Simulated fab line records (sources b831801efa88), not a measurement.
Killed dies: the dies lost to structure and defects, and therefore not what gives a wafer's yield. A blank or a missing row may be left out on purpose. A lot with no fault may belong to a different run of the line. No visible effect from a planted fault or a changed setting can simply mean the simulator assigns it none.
Which of the tools did it? || flow sky130 || 18 wafers from 6 lots sampled at 2 of the route's 708 steps

WHAT THE GAUGES SHOWED, per wafer
SKY_DNWELL_TW_MEAS_09.
{"lot": "L492", "measured": "day 3 19:05", "on": "film-metro-01", "DNWELL_TW": "1108 1104 1105"}
{"lot": "L498", "measured": "day 5 09:28", "on": "film-metro-01", "DNWELL_TW": "1104 1109 1105"}
{"lot": "L500", "measured": "day 5 20:52", "on": "film-metro-02", "DNWELL_TW": "1109 1109 1118"}
{"lot": "L503", "measured": "day 6 06:08", "on": "film-metro-01", "DNWELL_TW": "1388 1388 1382"}
{"lot": "L506", "measured": "day 7 05:17", "on": "film-metro-02", "DNWELL_TW": "1111 1115 1106"}
{"lot": "L509", "measured": "day 7 16:43", "on": "film-metro-03", "DNWELL_TW": "1381 1389 1385"}

TOOL THAT RAN EACH LOT (tool first, then ch and the chambers of the sampled wafers, then the start)
{"lot": "L492", "SKY_DNWELL_IMPLANT_07": "implanter-03 ch 0, day 3 18:50"}
{"lot": "L498", "SKY_DNWELL_IMPLANT_07": "implanter-03 ch 0, day 5 09:16"}
{"lot": "L500", "SKY_DNWELL_IMPLANT_07": "implanter-03 ch 0, day 5 20:37"}
{"lot": "L503", "SKY_DNWELL_IMPLANT_07": "implanter-01 ch 0, day 6 05:35"}
{"lot": "L506", "SKY_DNWELL_IMPLANT_07": "implanter-03 ch 0, day 7 05:04"}
{"lot": "L509", "SKY_DNWELL_IMPLANT_07": "implanter-03 ch 0, day 7 16:08"}
- SKY_DNWELL_IMPLANT_07

THE ANSWER, worked out from the rows above alone
Rule: what is usual is taken from the lots themselves. Put in order of their means at a reading, lots are off if they are a third of the lots or fewer, leave a main group of 4 or more, and stand apart from it by a gap of 3 or more times the standard deviation of the main group's means; of several such gaps the widest counts. If all means in a main group match to the digits the tables above print for the reading, that group is not used. Also off: a lot with no number at a reading for which 4 or more lots have one. All remaining lots with rows at the step are treated as sound.
Off: L503, L509, seen at SKY_DNWELL_TW_MEAS_09 (DNWELL_TW). The main group: mean 1109, standard deviation 2.8.
A tool fits if, at a process step before that reading, it ran every lot that is off, and no sound lot after the first of them. Gauges at SKY_DNWELL_TW_MEAS_09: tried the same way as those tools. Not one of the candidates tried fits.

WHAT THE SIMULATOR PUT IN
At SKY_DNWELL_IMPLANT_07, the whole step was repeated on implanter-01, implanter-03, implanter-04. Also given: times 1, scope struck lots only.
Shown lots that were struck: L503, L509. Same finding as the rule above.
